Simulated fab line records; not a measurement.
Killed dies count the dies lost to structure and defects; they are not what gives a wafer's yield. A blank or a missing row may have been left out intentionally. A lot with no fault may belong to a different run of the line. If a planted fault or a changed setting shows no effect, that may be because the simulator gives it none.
Shared-tool check -- flow sky130 -- Sampled: 14 lots, 42 wafers

== WHY IT WAS OPENED ==
At SKY_LI_CONTACT_THK_MEAS_01 the reading LI_CONTACT_HDPCVD_THK is flagged on 2 of 14 lots. No-fault wafers: 935 nm, standard deviation 10.
Rule: flag the lot when none of its wafers has a number, or when each of its wafers that has one lies beyond 4 standard deviations from that mean. The other lots count as sound.

lot,measured,on,"LI_CONTACT_HDPCVD_THK (nm), wafer by wafer",flag
L329,day 27 14:25,filmMetro-01,913 915 942,
L330,day 28 01:14,filmMetro-04,917 918 927,
L331,day 28 19:37,filmMetro-04,919 922 936,
L333,day 29 06:58,filmMetro-04,929 923 951,
L332,day 29 10:13,filmMetro-01,931 926 946,
L334,day 29 14:08,filmMetro-04,931 934 939,
L335,day 30 06:16,filmMetro-01,927 931 941,
L336,day 30 09:46,filmMetro-01,933 929 941,
L337,day 30 14:43,filmMetro-03,925 927 924,
L338,day 31 01:44,filmMetro-04,931 921 940,
L346,day 33 13:59,filmMetro-03,1210 1206 1205,FLAGGED
L348,day 34 04:22,filmMetro-04,1204 1216 1196,FLAGGED
L349,day 34 14:44,filmMetro-04,954 934 956,
L350,day 35 03:36,filmMetro-04,918 941 938,
On average the flagged lots' numbers are 1206 nm, which is +271 nm against the usual, or +27 standard deviations.

== TOOL THAT RAN EACH LOT ==
The record holds 1 process step before the reading, out of a route of 708 steps. Read each cell as the tool, then ch plus the chambers that the sampled wafers visited, then the start.
lot,flag,SKY_LI_CONTACT_HDPCVD_00
L329,,"hdpcvd-02 ch 0,1, day 27 14:19"
L330,,"hdpcvd-02 ch 0,2, day 28 01:08"
L331,,"hdpcvd-02 ch 0,2, day 28 19:31"
L333,,"hdpcvd-02 ch 0,1,2, day 29 06:52"
L332,,"hdpcvd-01 ch 0,1,2, day 29 10:06"
L334,,"hdpcvd-02 ch 0,2, day 29 14:01"
L335,,"hdpcvd-02 ch 0,1,2, day 30 06:10"
L336,,"hdpcvd-01 ch 0,1, day 30 09:40"
L337,,"hdpcvd-02 ch 0,1, day 30 14:36"
L338,,"hdpcvd-02 ch 0,2, day 31 01:36"
L346,FLAGGED,"hdpcvd-02 ch 1,2, day 33 13:53"
L348,FLAGGED,"hdpcvd-02 ch 1,2, day 34 04:16"
L349,,"hdpcvd-01 ch 0,1,2, day 34 14:37"
L350,,"hdpcvd-01 ch 1,2, day 35 03:29"
These steps, and what they do:
- SKY_LI_CONTACT_HDPCVD_00: deposits PSG, target thk 930 nm, time 155 s.
- SKY_LI_CONTACT_THK_MEAS_01

== FLAGGED AGAINST TOTAL, ONE TOOL AT A TIME (gauges that did the reading follow at the end) ==
step,tool,lots run,flagged,share of the flagged lots,sound lots run after its first flagged lot
SKY_LI_CONTACT_HDPCVD_00,hdpcvd-01,4,0,none,-
SKY_LI_CONTACT_HDPCVD_00,hdpcvd-02,10,2,all,0
SKY_LI_CONTACT_THK_MEAS_01,filmMetro-01,4,0,none,-
SKY_LI_CONTACT_THK_MEAS_01,filmMetro-03,2,1,some,0
SKY_LI_CONTACT_THK_MEAS_01,filmMetro-04,8,1,some,"2 (L349,L350)"

== WHAT THE TABLE PERMITS ==
1 row of the table ran every flagged lot: hdpcvd-02 at SKY_LI_CONTACT_HDPCVD_00.
- hdpcvd-02 at SKY_LI_CONTACT_HDPCVD_00: 2 of its 10 lots flagged. Its last sound lot is L338 (day 31 01:36), its first flagged lot L346 (day 33 13:53): a fault that began between those two fits.
hdpcvd-02 at SKY_LI_CONTACT_HDPCVD_00 is the single tool remaining.

== WHAT THE SIMULATOR HAD INSERTED ==
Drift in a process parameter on hdpcvd-02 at SKY_LI_CONTACT_HDPCVD_00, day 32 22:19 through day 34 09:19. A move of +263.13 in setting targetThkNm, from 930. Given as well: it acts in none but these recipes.
Struck lots among those shown: L346, L348. The rule given above showed the same thing.
